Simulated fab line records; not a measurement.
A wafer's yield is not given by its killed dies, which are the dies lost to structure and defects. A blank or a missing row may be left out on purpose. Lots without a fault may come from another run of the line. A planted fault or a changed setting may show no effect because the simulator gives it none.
Chamber matching ; flow gf180mcu ; 3 sister chambers for GF_V4_CVD_02 on pecvd-01
The step deposits SiO2 from TEOS, target thk 850 nm, time 94.851 s. 5 wafers are shown with their chamber, then 7 later ones without.

== EACH WAFER AND ITS CHAMBER ==
wafer;chamber;heater power w (W)
L083.2;0;722
L087.3;2;740
L087.5;1;663
L090.2;1;764
L090.4;2;780

== WAFERS WITHOUT THEIR CHAMBER ==
wafer;heater power w (W)
L090.5;786
L089.2;766
L089.3;725
L089.5;778
L093.2;760
L093.3;747
L093.4;622

== EACH ONE'S CHAMBER ==
wafer;from the rows above;in truth
L090.5;can't be placed: 2 or 0 or 1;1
L089.2;can't be placed: 2 or 0 or 1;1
L089.3;can't be placed: 0 or 1 or 2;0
L089.5;can't be placed: 2 or 0 or 1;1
L093.2;can't be placed: 2 or 0 or 1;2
L093.3;can't be placed: 2 or 0 or 1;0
L093.4;can't be placed: 1 or 0 or 2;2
Correctly placed: 0 of 7. Unplaceable from these rows: 7, with the true chamber sitting among the candidates in 7. Number placed wrongly: 0.
How it was worked out, from the rows above alone: a wafer's distance from a chamber is the root of the sum, over the readings, of the square of ((its reading less the chamber's mean) divided by the reading's scatter). The wafer belongs to the nearest chamber; if the next one is less than 2 further off, it can't be placed. The mean given for a chamber averages the wafers shown for that chamber. The scatter is the square root of a quotient: the sum, over the shown wafers, of each reading's squared deviation from its chamber's mean, divided by wafers minus chambers.
